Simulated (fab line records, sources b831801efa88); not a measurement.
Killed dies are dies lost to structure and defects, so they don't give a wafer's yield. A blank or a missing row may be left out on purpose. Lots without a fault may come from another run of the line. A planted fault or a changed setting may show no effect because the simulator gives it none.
fab line records | flow sky130
record lots=6 wafers=18 last_day=49
route steps=708 shown NWELL@76 PWDE@84 VT_ADJUST_HVTP@85 PAD_OPEN@708
lots that met no fault: from a run of the same line without faults
start_h: hours from the record's first day to the start of the lot's first wafer shown | wait_h: hours since the lot's step before | " the same as in the row above | L1.1+2: a row that stands for several wafers | - no value, or no start given | * or withheld: withheld | < > ~ a bound
route shown NAME@n: a module of which the file shows steps, and the number in the route of the first | usual: mean/standard deviation of fault-free wafers | same: alike in all rows | chamber/n: place in a boat | sites: the reading at each site | _std_site: their standard deviation | _edge_site: outer sites' mean less inner sites' | radius_mm: how far each site lies from the wafer's centre | mask NAME#n: copy n | behind: the tool/chamber that last shaped the wafer | hold: why the lot was held/for how many hours/how that ended | device: the transistor (n, p or np) that didn't switch | end of line: the same wafers' tests at the end of the route | a step without rows: its recipe alone | killed: dies lost to structure and defects at the first sort, not the wafer's yield | map: a wafer's dies, x killed, . not, _ none there
set.NAME: the setting as run; set.NAME@STEP: as run at that earlier step | model.NAME: the simulator's own value behind a step, which no gauge read
lots at some steps of the route; a table a step, a row a wafer
services: from which hour (start_h, from the record's first day; less than 0 if before it) a tool's chamber was out of use, for how many hours, and why
## steps
# step SKY_NWELL_OVL_MEAS_23
# usual NWELL_01_OVL=-0.5/1.4
# columns lot.wafer tool chamber start_h wait_h NWELL_01_OVL[nm]
L811.2 overlay-01 - 113.40 - -1.5
L811.4 " - " " -1.3
L811.6 " - " " 0.3
L813.3 overlay-01 - 127.96 - 0.7
L813.4 " - " " 0.3
L813.5 " - " " 3.3
L817.1 overlay-02 - 148.74 - 0.9
L817.4 " - " " -0.4
L817.5 " - " " 0.6
L818.1 overlay-02 - 154.90 - 1.0
L818.2 " - " " 1.3
L818.4 " - " " 1.0
L820.2 overlay-01 - 168.11 - -0.9
L820.5 " - " " 0.4
L820.6 " - " " 0.7
L828.1 overlay-01 - 211.19 - -3.1
L828.4 " - " " -2.4
L828.6 " - " " -0.7
# step SKY_NWELL_IMPLANT_24
# recipe species=B energy_kev=140 dose_cm2=9.2e+12 tilt_deg=withheld
# step SKY_NWELL_STRIP_25
# recipe chemistry=O2/N2 power_w=1400 pressure_mtorr=1500 platen_temp_c=withheld o2_flow_sccm=3000 n2_flow_sccm=300 overash_fraction=0.5
# usual drypump_motor_current_A=5.8/0.44 oes_product_au=0.722/0.0041 strip_time_to_endpoint_s=36.95/0.1
# columns lot.wafer tool chamber start_h wait_h drypump_motor_current_A oes_product_au rf_hours_counter_h strip_time_to_endpoint_s
L811.2 plasma_asher-02 0 113.58 0.1 6.3 0.718 42 36.92
L811.4 " 1 " " 6.4 0.723 - 37.06
L811.6 " 0 " " 6.3 0.726 - 36.97
L813.3 plasma_asher-02 1 128.16 0.1 6.5 0.726 - 36.89
L813.4 " 0 " " 6.3 0.714 - 36.85
L813.5 " 1 " " 6.4 0.728 - 36.96
L817.1 plasma_asher-02 0 148.93 0.1 6.3 0.729 46 36.99
L817.4 " 0 " " 6.3 0.720 - 36.94
L817.5 " 1 " " 6.4 0.722 - 36.91
L818.1 plasma_asher-02 1 155.08 0.1 6.4 0.719 46 36.71
L818.2 " 0 " " 6.3 0.719 46 36.78
L818.4 " 1 " " 6.4 0.730 - 36.84
L820.2 plasma_asher-01 0 168.29 0.1 5.5 0.723 5 36.90
L820.5 " 1 " " 5.4 0.718 - 36.92
L820.6 " 0 " " 5.5 0.732 - 37.03
L828.1 plasma_asher-03 1 211.38 0.1 5.7 0.727 50 36.83
L828.4 " 1 " " 5.7 0.723 - 36.80
L828.6 " 1 " " 5.7 0.717 - 36.97
# step SKY_NWELL_TW_MEAS_26
# usual NWELL_2_TW=499/3.1
# columns lot.wafer tool chamber start_h wait_h NWELL_2_TW
L811.2 film_metro-01 - 113.69 0.1 503
L811.4 " - " " 504
L811.6 " - " " 503
L813.3 film_metro-04 - 128.25 0.1 498
L813.4 " - " " 498
L813.5 " - " " 498
L817.1 film_metro-04 - 149.03 0.1 497
L817.4 " - " " 495
L817.5 " - " " 495
L818.1 film_metro-04 - 155.18 0.1 498
L818.2 " - " " 500
L818.4 " - " " 498
L820.2 film_metro-04 - 168.40 0.1 497
L820.5 " - " " 497
L820.6 " - " " 496
L828.1 film_metro-03 - 211.48 0.1 497
L828.4 " - " " 497
L828.6 " - " " 497
# step SKY_NWELL_CLEAN_27
# recipe chemistry=SC1/SC2 mix=1:4:20 temp_c=70 time_s=150 dry=n2_spin
# step SKY_NWELL_RTA_28
# recipe temp_c=1050 time_s=30 idle_temp_c=650 ramp_up_c_per_s=150 ramp_down_c_per_s=90 ambient=N2
# usual lamp_power_pct=25.31/0.054 wafer_temp_C_max=1054.9/0.86
# columns lot.wafer tool chamber start_h wait_h lamp_power_pct wafer_temp_C_max
L811.2 rtp_anneal-02 0 113.81 0.0 25.34 1054.4
L811.4 " 0 " " 25.27 1054.4
L811.6 " 0 " " 25.35 1054.3
L813.3 rtp_anneal-01 0 128.38 0.0 25.39 1054.4
L813.4 " 0 " " 25.29 1054.8
L813.5 " 0 " " 25.38 1055.6
L817.1 rtp_anneal-02 0 149.14 0.0 25.22 1055.0
L817.4 " 0 " " 25.32 1054.7
L817.5 " 0 " " 25.29 1054.6
L818.1 rtp_anneal-02 0 155.29 0.0 25.29 1054.8
L818.2 " 0 " " 25.29 1054.8
L818.4 " 0 " " 25.33 1053.8
L820.2 rtp_anneal-01 0 168.52 0.0 25.25 1054.1
L820.5 " 0 " " 25.28 1054.7
L820.6 " 0 " " 25.28 1055.7
L828.1 rtp_anneal-02 0 211.59 0.0 25.34 1053.7
L828.4 " 0 " " 25.38 1055.6
L828.6 " 0 " " 25.25 1055.5
# step SKY_NWELL_RS_MEAS_29
# recipe thk_meas_gauge=four-point-probe
# usual NWELL_RS=625.7/1.5
# columns lot.wafer tool chamber start_h wait_h NWELL_RS[ohm/sq]
L811.2 film_metro-03 - 113.91 0.1 624.8
L811.4 " - " " 623.8
L811.6 " - " " 624.0
L813.3 film_metro-01 - 128.48 0.1 625.8
L813.4 " - " " 623.8
L813.5 " - " " 624.1
L817.1 film_metro-03 - 149.24 0.1 624.2
L817.4 " - " " 624.6
L817.5 " - " " 625.4
L818.1 film_metro-03 - 155.39 0.1 624.1
L818.2 " - " " 623.2
L818.4 " - " " 624.4
L820.2 film_metro-04 - 168.62 0.1 626.0
L820.5 " - " " 624.9
L820.6 " - " " 625.1
L828.1 film_metro-03 - 211.69 0.1 629.2
L828.4 " - " " 627.4
L828.6 " - " " 626.0
# step SKY_NWELL_RS_MEAS_31
# recipe thk_meas_gauge=four-point-probe
# usual PWDE_RS=5277/16
# columns lot.wafer tool chamber start_h wait_h PWDE_RS[ohm/sq]
L811.2 film_metro-03 - 114.15 0.1 5245
L811.4 " - " " 5245
L811.6 " - " " 5252
L813.3 film_metro-01 - 128.72 0.1 5316
L813.4 " - " " 5293
L813.5 " - " " 5316
L817.1 film_metro-03 - 149.48 0.1 5274
L817.4 " - " " 5279
L817.5 " - " " 5259
L818.1 film_metro-03 - 155.63 0.1 5298
L818.2 " - " " 5289
L818.4 " - " " 5290
L820.2 film_metro-04 - 168.86 0.1 5286
L820.5 " - " " 5296
L820.6 " - " " 5278
L828.1 film_metro-03 - 211.93 0.1 5284
L828.4 " - " " 5267
L828.6 " - " " 5263
# step SKY_VT_ADJUST_HVTP_DEHYDRATE_00
# recipe temp_c=200 time_s=60
# step SKY_VT_ADJUST_HVTP_HMDS_01
# recipe prime_time_s=60 prime_temp_c=120
# step SKY_VT_ADJUST_HVTP_COAT_02
# recipe resist=NOVOLAK spin_rpm=3000 resist_thk_nm=1140
# step SKY_VT_ADJUST_HVTP_SOFTBAKE_03
# recipe temp_c=90 time_s=60 resist=NOVOLAK
# usual exhaust_pa=44.9/0.99 heater_power_total_W=56.60/0.044 resist_line_temp_C=23.02/0.11 run_length_s=89.1/0.36
# columns lot.wafer tool chamber start_h wait_h exhaust_pa heater_power_total_W resist_line_temp_C run_length_s
L811.2 litho_track-02 0 123.23 0.1 45.2 56.60 23.02 88.9
L811.4 " 0 " " 44.6 56.61 23.02 88.8
L811.6 " 0 " " 44.8 56.68 23.02 88.9
L813.3 litho_track-03 0 138.45 0.1 45.9 56.63 23.18 88.8
L813.4 " 0 " " 45.0 56.59 23.06 88.8
L813.5 " 0 " " 46.6 56.60 23.03 88.7
L817.1 litho_track-03 0 160.00 0.1 45.9 57.38 23.00 86.6
L817.4 " 0 " " 46.2 57.23 22.96 86.6
L817.5 " 0 " " 44.7 56.57 22.94 88.7
L818.1 litho_track-03 0 165.90 0.1 44.5 57.33 23.12 86.6
L818.2 " 0 " " 44.9 56.54 22.94 88.9
L818.4 " 0 " " 44.5 57.23 22.99 86.5
L820.2 litho_track-04 0 179.47 0.1 45.5 56.60 23.23 89.4
L820.5 " 0 " " 45.4 56.58 23.02 89.4
L820.6 " 0 " " 44.9 56.60 22.88 89.5
L828.1 litho_track-02 0 223.16 0.1 44.4 56.59 22.96 88.9
L828.4 " 0 " " 42.7 56.60 23.02 89.2
L828.6 " 0 " " 42.4 56.62 22.90 88.9
# step SKY_VT_ADJUST_HVTP_EXPOSE_04
# recipe mask_id=HVTPM na=0.6 source_shape=conventional sigma_outer=0.6 polarization=unpolarized target_cd_nm=380 dose_mj=140
# step SKY_PAD_OPEN_PROBE_99
# usual killed_at_M0_to_M3=45/6.9 killed_at_M4_up=3.1/1.7 killed_at_contacts=24/5.7 killed_at_front_end=15/4.6 killed_at_other=0.3/0.57 killed_dies=87/10 killed_open=48/7.4 killed_short=39/6.7
# same gross_dies=492 killed_at_back_side=0
# columns lot.wafer tool chamber start_h wait_h killed_at_M0_to_M3 killed_at_M4_up killed_at_contacts killed_at_front_end killed_at_other killed_dies killed_open killed_short
L811.2 prober-01 - 1088.63 0.1 55 5 29 11 0 100 55 45
L811.4 prober-01 - 1088.73 0.2 52 3 35 18 0 108 54 54
L811.6 prober-01 - 1088.83 0.2 62 3 34 23 0 122 65 57
L813.3 prober-01 - 1105.00 0.2 52 2 25 9 0 88 47 41
L813.4 prober-01 - 1105.05 0.2 43 3 25 13 0 84 51 33
L813.5 prober-01 - 1105.10 0.2 50 5 34 15 0 104 65 39
L817.1 prober-02 - 1120.71 0.1 34 3 22 26 0 85 36 49
L817.4 prober-02 - 1120.86 0.2 42 2 14 19 0 77 47 30
L817.5 prober-02 - 1120.91 0.2 45 3 26 24 0 98 53 45
L818.1 prober-01 - 1134.07 0.1 44 5 25 21 0 95 52 43
L818.2 prober-01 - 1134.12 0.1 42 5 32 18 1 98 61 37
L818.4 prober-01 - 1134.22 0.2 43 3 30 17 0 93 55 38
L820.2 prober-01 - 1144.97 0.1 42 0 23 8 0 73 39 34
L820.5 prober-01 - 1145.12 0.2 43 2 25 12 0 82 45 37
L820.6 prober-01 - 1145.17 0.2 39 5 23 17 0 84 49 35
L828.1 prober-01 - 1180.52 0.1 42 1 22 17 1 83 47 36
L828.4 prober-01 - 1180.67 0.2 45 3 25 12 0 85 47 38
L828.6 prober-01 - 1180.77 0.2 52 5 27 12 0 96 51 45
# killed by level:class
L811.2 VIA1:geometric_particle:open=9 CONTACT:geometric_particle:open=8 LI_CONTACT:geometric_particle:open=8 METAL1:geometric_particle:short=8 VIA2:geometric_particle:open=8 LOCAL_INTERCONNECT:geometric_particle:short=7 METAL2:geometric_particle:open=6 VIA3:geometric_particle:open=6
L811.4 CONTACT:geometric_particle:open=13 VIA1:geometric_particle:open=10 LI_CONTACT:geometric_particle:open=9 VIA3:geometric_particle:open=9 VIA2:geometric_particle:short=7 CONTACT:geometric_particle:short=7 METAL1:geometric_particle:short=7 VIA1:geometric_particle:short=6
L811.6 VIA3:geometric_particle:open=12 VIA1:geometric_particle:open=12 VIA2:geometric_particle:open=10 METAL1:geometric_particle:short=10 FIELD_ISO:geometric_particle:open=9 CONTACT:geometric_particle:open=9 CONTACT:geometric_particle:short=9 LI_CONTACT:geometric_particle:open=6
L813.3 VIA1:geometric_particle:open=13 LI_CONTACT:geometric_particle:open=9 CONTACT:geometric_particle:open=9 METAL1:geometric_particle:short=8 VIA1:geometric_particle:short=8 METAL2:geometric_particle:short=7 VIA3:geometric_particle:open=5 FIELD_ISO:geometric_particle:short=3
L813.4 CONTACT:geometric_particle:open=11 VIA2:geometric_particle:open=9 VIA1:geometric_particle:open=7 LI_CONTACT:geometric_particle:open=6 CONTACT:geometric_particle:short=5 POLY_GATE:geometric_particle:open=5 VIA1:geometric_particle:short=5 VIA3:geometric_particle:short=5
L813.5 CONTACT:geometric_particle:open=17 VIA1:geometric_particle:open=16 VIA2:geometric_particle:open=9 LI_CONTACT:geometric_particle:open=8 VIA1:geometric_particle:short=8 POLY_GATE:geometric_particle:open=5 METAL2:geometric_particle:short=5 METAL1:geometric_particle:short=4
L817.1 POLY_GATE:geometric_particle:open=8 FIELD_ISO:geometric_particle:short=7 CONTACT:geometric_particle:open=6 METAL2:geometric_particle:short=6 FIELD_ISO:geometric_particle:open=5 POLY_GATE:geometric_particle:short=5 LI_CONTACT:geometric_particle:open=5 METAL1:geometric_particle:short=5
L817.4 VIA1:geometric_particle:open=11 VIA3:geometric_particle:open=9 FIELD_ISO:geometric_particle:open=7 VIA2:geometric_particle:open=7 LOCAL_INTERCONNECT:geometric_particle:short=7 POLY_GATE:geometric_particle:open=4 FIELD_ISO:geometric_particle:short=3 CONTACT:geometric_particle:open=3
L817.5 VIA1:geometric_particle:open=10 CONTACT:geometric_particle:open=9 VIA3:geometric_particle:open=8 METAL1:geometric_particle:short=8 POLY_GATE:geometric_particle:open=7 VIA1:geometric_particle:short=7 CONTACT:geometric_particle:short=6 VIA2:geometric_particle:open=5
L818.1 VIA1:geometric_particle:open=13 CONTACT:geometric_particle:open=9 LI_CONTACT:geometric_particle:open=8 FIELD_ISO:geometric_particle:open=7 VIA2:geometric_particle:short=6 METAL2:geometric_particle:short=5 FIELD_ISO:geometric_particle:short=5 CONTACT:geometric_particle:short=5
L818.2 VIA1:geometric_particle:open=17 CONTACT:geometric_particle:open=12 FIELD_ISO:geometric_particle:open=7 VIA2:geometric_particle:open=7 LOCAL_INTERCONNECT:geometric_particle:short=6 CONTACT:geometric_particle:short=6 LI_CONTACT:geometric_particle:open=5 VIA1:geometric_particle:short=4
L818.4 VIA1:geometric_particle:open=17 CONTACT:geometric_particle:open=10 LI_CONTACT:geometric_particle:open=9 VIA1:geometric_particle:short=7 VIA3:geometric_particle:open=6 POLY_GATE:geometric_particle:short=5 FIELD_ISO:geometric_particle:short=4 LOCAL_INTERCONNECT:geometric_particle:short=4
L820.2 METAL2:geometric_particle:short=12 VIA1:geometric_particle:open=11 CONTACT:geometric_particle:open=10 LI_CONTACT:geometric_particle:open=5 VIA3:geometric_particle:open=5 LOCAL_INTERCONNECT:geometric_particle:short=4 FIELD_ISO:geometric_particle:open=3 POLY_GATE:geometric_particle:short=3
L820.5 CONTACT:geometric_particle:open=13 VIA1:geometric_particle:open=7 METAL2:geometric_particle:short=7 LI_CONTACT:geometric_particle:open=5 LOCAL_INTERCONNECT:geometric_particle:short=5 VIA1:geometric_particle:short=5 METAL3:geometric_particle:short=5 METAL1:geometric_particle:short=4
L820.6 VIA1:geometric_particle:open=12 CONTACT:geometric_particle:open=10 LI_CONTACT:geometric_particle:open=6 SPACER:geometric_particle:short=5 VIA1:geometric_particle:short=5 VIA3:geometric_particle:open=5 METAL4:geometric_particle:short=5 VIA2:geometric_particle:open=4
L828.1 METAL1:geometric_particle:short=10 LI_CONTACT:geometric_particle:open=7 CONTACT:geometric_particle:open=7 VIA2:geometric_particle:open=7 FIELD_ISO:geometric_particle:open=6 VIA1:geometric_particle:open=6 METAL2:geometric_particle:short=4 VIA3:geometric_particle:open=4
L828.4 VIA2:geometric_particle:open=11 CONTACT:geometric_particle:open=10 LI_CONTACT:geometric_particle:open=6 VIA1:geometric_particle:open=5 METAL1:geometric_particle:short=5 FIELD_ISO:geometric_particle:open=4 VIA1:geometric_particle:short=4 METAL2:geometric_particle:short=4
L828.6 VIA1:geometric_particle:open=12 CONTACT:geometric_particle:open=9 VIA2:geometric_particle:open=9 METAL1:geometric_particle:short=9 LI_CONTACT:geometric_particle:open=6 LOCAL_INTERCONNECT:geometric_particle:short=5 VIA2:geometric_particle:short=5 FIELD_ISO:geometric_particle:short=4
## services
# columns tool chamber start_h hours kind
plasma_asher-01 - 108.75 9.0 pm
plasma_asher-01 0 108.75 9.0 vent_cycle
plasma_asher-01 1 108.75 9.0 vent_cycle
plasma_asher-01 0 117.75 - clean
plasma_asher-01 1 117.75 - clean
plasma_asher-01 - 119.02 2.1 repair
rtp_anneal-02 - 128.38 9.5 pm
plasma_asher-01 - 158.55 2.8 pm
plasma_asher-02 - 176.10 2.6 repair
plasma_asher-03 - 183.84 3.5 repair
plasma_asher-03 - 187.78 1.6 repair
## key
first_sign step=SKY_VT_ADJUST_HVTP_SOFTBAKE_03 reading=heater_power_total_W direction=up sigmas=16 usual=* struck=*
effect step=SKY_VT_ADJUST_HVTP_SOFTBAKE_03 reading=run_length_s direction=down sigmas=7 usual=* struck=*
met_at SKY_VT_ADJUST_HVTP_SOFTBAKE_03
struck_wafers L817.1,L817.4,L818.1,L818.4
tester_left_out L817,L818
onset_between 138.45 160.00
fault kind=process_parameter_drift tool=litho_track-03 chamber=- onset_h=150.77 steps=SKY_VT_ADJUST_HVTP_SOFTBAKE_03 channel=time_s offset=* shape=step end_h=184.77 scope=struck_wafers_only acts_in=* stated=*
# tester_left_out: of these lots the tester's yield and bins aren't shown, on N5 and GAA mostly nor the transistor test; their killed dies are dies lost to structure and defects alone, not to doping, threshold or leakage, so they don't give the yield
